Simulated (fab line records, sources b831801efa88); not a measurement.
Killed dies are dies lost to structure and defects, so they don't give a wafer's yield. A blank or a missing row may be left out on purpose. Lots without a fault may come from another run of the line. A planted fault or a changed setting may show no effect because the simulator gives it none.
Split-lot experiment | flow sky130 | 5 lots, 27 wafers read, on a route of 708 steps

THE SPLIT
At SKY_VIA4_HDPCVD_00 (deposits SiO2, target thk 1750 nm, time 291.7 s), the setting time_s was moved away from the recipe's 291.7 s on 12 of the 27 wafers read, by -34.2% to +58.9%. The other wafers ran this setting at the recipe's value.

The file shows no step between the split and the reading.

THE READING
VIA4_HDPCVD_THK, in nm, at SKY_VIA4_THK_MEAS_01. Fault-free wafers of this fab line usually give 1762 nm, standard deviation 20 nm.

wafer  | tool, chamber at the split | time_s as run, s | against the recipe | VIA4_HDPCVD_THK, nm | against lot-mates on the recipe
L074.1 | hdpcvd-02, 0               | 217.8            | -25.3%             | 1307                | -451
L074.2 | hdpcvd-02, 1               | 217.8            | -25.3%             | 1297                | -461
L074.3 | hdpcvd-02, 2               | 291.7            | recipe             | 1757                | -
L074.4 | hdpcvd-02, 0               | 291.7            | recipe             | 1757                | -
L074.5 | hdpcvd-02, 2               | 291.7            | recipe             | 1760                | -
L074.6 | hdpcvd-02, 1               | 217.8            | -25.3%             | 1294                | -464
L076.1 | hdpcvd-02, 1               | 291.7            | recipe             | 1765                | -
L076.2 | hdpcvd-02, 0               | 463.5            | +58.9%             | 2768                | +1009
L076.3 | hdpcvd-02, 2               | 291.7            | recipe             | 1779                | -
L076.4 | hdpcvd-02, 0               | 463.5            | +58.9%             | 2803                | +1044
L076.5 | hdpcvd-02, 2               | 463.5            | +58.9%             | 2792                | +1033
L076.6 | hdpcvd-02, 1               | 291.7            | recipe             | 1733                | -
L079.1 | hdpcvd-01, 1               | 354.4            | +21.5%             | 2165                | +398
L079.2 | hdpcvd-01, 0               | 291.7            | recipe             | 1771                | -
L079.3 | hdpcvd-01, 2               | 291.7            | recipe             | 1761                | -
L079.4 | hdpcvd-01, 1               | 354.4            | +21.5%             | 2171                | +404
L079.5 | hdpcvd-01, 0               | 354.4            | +21.5%             | 2146                | +379
L079.6 | hdpcvd-01, 2               | 291.7            | recipe             | 1770                | -
L082.3 | hdpcvd-02, 2               | 291.7            | recipe             | 1754                | -
L082.5 | hdpcvd-02, 0               | 291.7            | recipe             | 1743                | -
L082.6 | hdpcvd-02, 2               | 291.7            | recipe             | 1750                | -
L085.1 | hdpcvd-02, 0               | 191.8            | -34.2%             | 1148                | -580
L085.2 | hdpcvd-02, 1               | 291.7            | recipe             | 1721                | -
L085.3 | hdpcvd-02, 2               | 291.7            | recipe             | 1735                | -
L085.4 | hdpcvd-02, 1               | 191.8            | -34.2%             | 1128                | -600
L085.5 | hdpcvd-02, 0               | 291.7            | recipe             | 1729                | -
L085.6 | hdpcvd-02, 2               | 191.8            | -34.2%             | 1159                | -569

THE FIT
A straight line over all 27 wafers: VIA4_HDPCVD_THK changes by +17.8 nm for each +1% of time_s; r = +1.00; the points scatter about the line by 18 nm.
The same after taking each lot's own level away (the mean of its wafers on the recipe; 27 wafers): +17.5 nm for each +1%; r = +1.00; scatter 14 nm.
On that fit, the largest move of time_s shifts the reading by 1e+03 nm.
The lots' own levels span 1728.3 to 1767.3 nm, that is 1.9 times the standard deviation above.
So the lot-to-lot level changes the slope little: the two slopes agree.
Check: with one of the wafers moved furthest among these (+58.9%) left out of the fit, the line predicts +1.04e+03 nm for it against its lot-mates. It came out at +1.01e+03 nm against them.

THE WHOLE CHAIN: every reading that the file lists as answering this split, in the file's order
step                 | what it does                                    | reading                                                                        | change (the file's fit)              | r (the file's)
SKY_VIA4_HDPCVD_00   | deposits SiO2, target thk 1750 nm, time 291.7 s | SiO2_of_VIA4_HDPCVD_00.thk_nm (the simulator's own value, which no gauge read) | +17.5 nm for each +1% of the setting | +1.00
SKY_VIA4_THK_MEAS_01 |                                                 | VIA4_HDPCVD_THK                                                                | +17.5 for each +1% of the setting    | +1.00

THE FILE'S OWN FIT
VIA4_HDPCVD_THK changes by +17.5 nm for each +1% of time_s, r = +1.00.
